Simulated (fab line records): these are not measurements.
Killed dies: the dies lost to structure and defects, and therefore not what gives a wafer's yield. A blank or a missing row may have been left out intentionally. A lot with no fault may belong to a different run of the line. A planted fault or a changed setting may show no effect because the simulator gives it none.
Lot-split experiment	flow sky130	27 wafers read across 5 lots, on a route 708 steps long

## THE SPLIT ITSELF
At SKY_CONTACT_ETCH_16 (etches BARC in N2/H2, stops on SiO2, time 45.9 s, target depth 60 nm), the setting time_s was moved away from the recipe's 45.9 s on 9 of the 27 wafers read, by -43.9% to +37.5%. The other wafers ran this setting at the recipe's value.

The reading is taken at the split's own step.

## THE READING
oes_product_au, in a.u., at SKY_CONTACT_ETCH_16 (etches BARC in N2/H2, stops on SiO2, time 45.9 s, target depth 60 nm). Typical for fault-free wafers on this fab line: 0.855 a.u., with standard deviation 0.0049 a.u.

wafer	tool, chamber at the split	time_s as run, s	against the recipe	oes_product_au, a.u.	against lot-mates on the recipe
L074.2	rie_diel-01, 3	45.9	recipe	0.857	-
L074.3	rie_diel-01, 1	45.9	recipe	0.854	-
L074.5	rie_diel-01, 1	45.9	recipe	0.844	-
L076.1	rie_diel-04, 3	63.11	+37.5%	0.797	-0.056
L076.2	rie_diel-04, 1	45.9	recipe	0.848	-
L076.3	rie_diel-04, 0	45.9	recipe	0.853	-
L076.4	rie_diel-04, 2	63.11	+37.5%	0.805	-0.048
L076.5	rie_diel-04, 0	63.11	+37.5%	0.798	-0.055
L076.6	rie_diel-04, 3	45.9	recipe	0.858	-
L081.1	rie_diel-01, 3	45.9	recipe	0.855	-
L081.2	rie_diel-01, 1	45.9	recipe	0.856	-
L081.3	rie_diel-01, 0	45.9	recipe	0.857	-
L081.4	rie_diel-01, 2	45.9	recipe	0.857	-
L081.5	rie_diel-01, 3	45.9	recipe	0.856	-
L081.6	rie_diel-01, 0	45.9	recipe	0.857	-
L082.1	rie_diel-04, 2	45.9	recipe	0.853	-
L082.2	rie_diel-04, 3	25.75	-43.9%	0.994	+0.139
L082.3	rie_diel-04, 1	25.75	-43.9%	1.021	+0.166
L082.4	rie_diel-04, 0	25.75	-43.9%	0.990	+0.135
L082.5	rie_diel-04, 0	45.9	recipe	0.858	-
L082.6	rie_diel-04, 1	45.9	recipe	0.853	-
L085.1	rie_diel-04, 3	45.9	recipe	0.859	-
L085.2	rie_diel-04, 1	36.22	-21.1%	0.987	+0.128
L085.3	rie_diel-04, 2	36.22	-21.1%	0.975	+0.116
L085.4	rie_diel-04, 0	36.22	-21.1%	0.976	+0.117
L085.5	rie_diel-04, 1	45.9	recipe	0.855	-
L085.6	rie_diel-04, 0	45.9	recipe	0.864	-

FIT RESULTS
A straight line over all 27 wafers: oes_product_au changes by -0.00283 a.u. for each +1% of time_s; r = -0.92; the points scatter about the line by 0.026 a.u.
The same after taking each lot's own level away (the mean of its wafers on the recipe; 27 wafers): -0.00279 a.u. for each +1%; r = -0.92; scatter 0.025 a.u.
The reading moves by 0.12 a.u. for the largest change in time_s, on that fit.
The lots' own levels span 0.8517 to 0.8593 a.u., that is 1.6 times the standard deviation above.
Hence the lot-to-lot level has little effect on the slope; both slopes agree.
Check: for one of the wafers moved furthest among these (-43.9%), held out of the fit, the line's prediction against its lot-mates is +0.138 a.u. Against them it came out at +0.139 a.u.
Tool readings at the split's step, against how far the setting was moved: oes_product_au r = -0.92.

## THE WHOLE CHAIN: every reading that the file lists as answering this split, in the file's order
step	what it does	reading	change (the file's fit)	r (the file's)
SKY_CONTACT_ETCH_16	etches BARC in N2/H2, stops on SiO2, time 45.9 s, target depth 60 nm	oes_product_au	-0.0029 a.u. for each +1% of the setting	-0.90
SKY_CONTACT_ETCH_16	etches BARC in N2/H2, stops on SiO2, time 45.9 s, target depth 60 nm	KrF-thick_of_CONTACT_COAT_09.thk_nm (the simulator's own value, which no gauge read)	-0.425 nm for each +1% of the setting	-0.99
SKY_CONTACT_ETCH_17	etches SiO2 in C4F8/O2/Ar, stops on Si3N4, target depth 340 nm	KrF-thick_of_CONTACT_COAT_09.thk_nm (the simulator's own value, which no gauge read)	-0.41 nm for each +1% of the setting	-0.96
SKY_CONTACT_ETCH_18	etches Si3N4 in CHF3/O2, stops on TiN, time 39 s, target depth 75 nm	KrF-thick_of_CONTACT_COAT_09.thk_nm (the simulator's own value, which no gauge read)	-0.398 nm for each +1% of the setting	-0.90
SKY_CONTACT_STRIP_19	strips in O2/N2	strip_time_to_endpoint_s	withheld for each +1% of the setting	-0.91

## FILE'S OWN FIT
oes_product_au changes by -0.0029 a.u. for each +1% of time_s, r = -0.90.
